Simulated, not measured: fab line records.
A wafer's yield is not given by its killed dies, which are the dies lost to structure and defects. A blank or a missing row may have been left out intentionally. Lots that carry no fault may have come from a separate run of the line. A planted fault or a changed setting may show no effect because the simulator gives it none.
Matching of chambers :: flow sky130 :: cmp-01 running SKY_VIA2_CMP_02: 4 sister chambers
The step polishes SiO2. 14 wafers are shown with their chamber, then 7 later ones without.

## EACH WAFER AND ITS CHAMBER
wafer: L629.1
chamber: 0
motor_current_A (A): 12.2
platen_rpm (rpm): 59.98

wafer: L629.2
chamber: 3
motor_current_A (A): 12.0
platen_rpm (rpm): 59.98

wafer: L629.5
chamber: 2
motor_current_A (A): 12.1
platen_rpm (rpm): 59.99

wafer: L633.3
chamber: 0
motor_current_A (A): 11.9
platen_rpm (rpm): 59.93

wafer: L633.4
chamber: 3
motor_current_A (A): 12.3
platen_rpm (rpm): 60.05

wafer: L633.6
chamber: 2
motor_current_A (A): 12.9
platen_rpm (rpm): 60.01

wafer: L640.1
chamber: 2
motor_current_A (A): 12.7
platen_rpm (rpm): 59.96

wafer: L640.3
chamber: 1
motor_current_A (A): 10.5
platen_rpm (rpm): 60.09

wafer: L640.4
chamber: 3
motor_current_A (A): 12.5
platen_rpm (rpm): 60.03

wafer: L645.2
chamber: 0
motor_current_A (A): 11.8
platen_rpm (rpm): 60.02

wafer: L645.3
chamber: 3
motor_current_A (A): 12.6
platen_rpm (rpm): 60.01

wafer: L645.4
chamber: 2
motor_current_A (A): 12.1
platen_rpm (rpm): 60.01

wafer: L650.1
chamber: 2
motor_current_A (A): 12.0
platen_rpm (rpm): 60.01

wafer: L650.2
chamber: 1
motor_current_A (A): 10.6
platen_rpm (rpm): 60.00

SIGNATURES (averages over the wafers above)
reading: motor_current_A
chamber 0: 11.967
chamber 1: 10.550
chamber 2: 12.360
chamber 3: 12.350
scatter within a chamber: 0.312

reading: platen_rpm
chamber 0: 59.9767
chamber 1: 60.0450
chamber 2: 59.9960
chamber 3: 60.0175
scatter within a chamber: 0.0357
Rule: distance of a wafer from a chamber = root of the sum over the readings of ((wafer's reading minus chamber's mean) / reading's scatter) squared. The wafer belongs to the nearest chamber; if the next one is less than 2 further off, it can't be placed. The scatter: take each reading less its chamber's mean, square it, sum over the shown wafers, divide by the number of wafers less the number of chambers, and take the root.

## WAFERS WITH NO CHAMBER GIVEN
wafer: L650.3
motor_current_A (A): 11.6
platen_rpm (rpm): 60.03

wafer: L651.1
motor_current_A (A): 12.3
platen_rpm (rpm): 59.99

wafer: L651.3
motor_current_A (A): 10.0
platen_rpm (rpm): 60.01

wafer: L651.6
motor_current_A (A): 12.4
platen_rpm (rpm): 60.06

wafer: L652.1
motor_current_A (A): 12.1
platen_rpm (rpm): 60.00

wafer: L652.2
motor_current_A (A): 11.0
platen_rpm (rpm): 59.99

wafer: L652.4
motor_current_A (A): 12.6
platen_rpm (rpm): 60.04

## CHAMBER TAKEN BY EACH
wafer: L650.3
from the rows above: can't be placed: 0 or 3 or 2 or 1
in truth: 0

wafer: L651.1
from the rows above: can't be placed: 2 or 3 or 0
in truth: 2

wafer: L651.3
from the rows above: 1
in truth: 1

wafer: L651.6
from the rows above: can't be placed: 3 or 2 or 0
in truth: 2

wafer: L652.1
from the rows above: can't be placed: 0 or 2 or 3
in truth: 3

wafer: L652.2
from the rows above: can't be placed: 1 or 0
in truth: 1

wafer: L652.4
from the rows above: can't be placed: 3 or 2 or 0
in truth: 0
1 of 7 placed correctly. Not placeable from these rows: 6 (in 6, the candidates include the true chamber). Placed wrongly: 0.
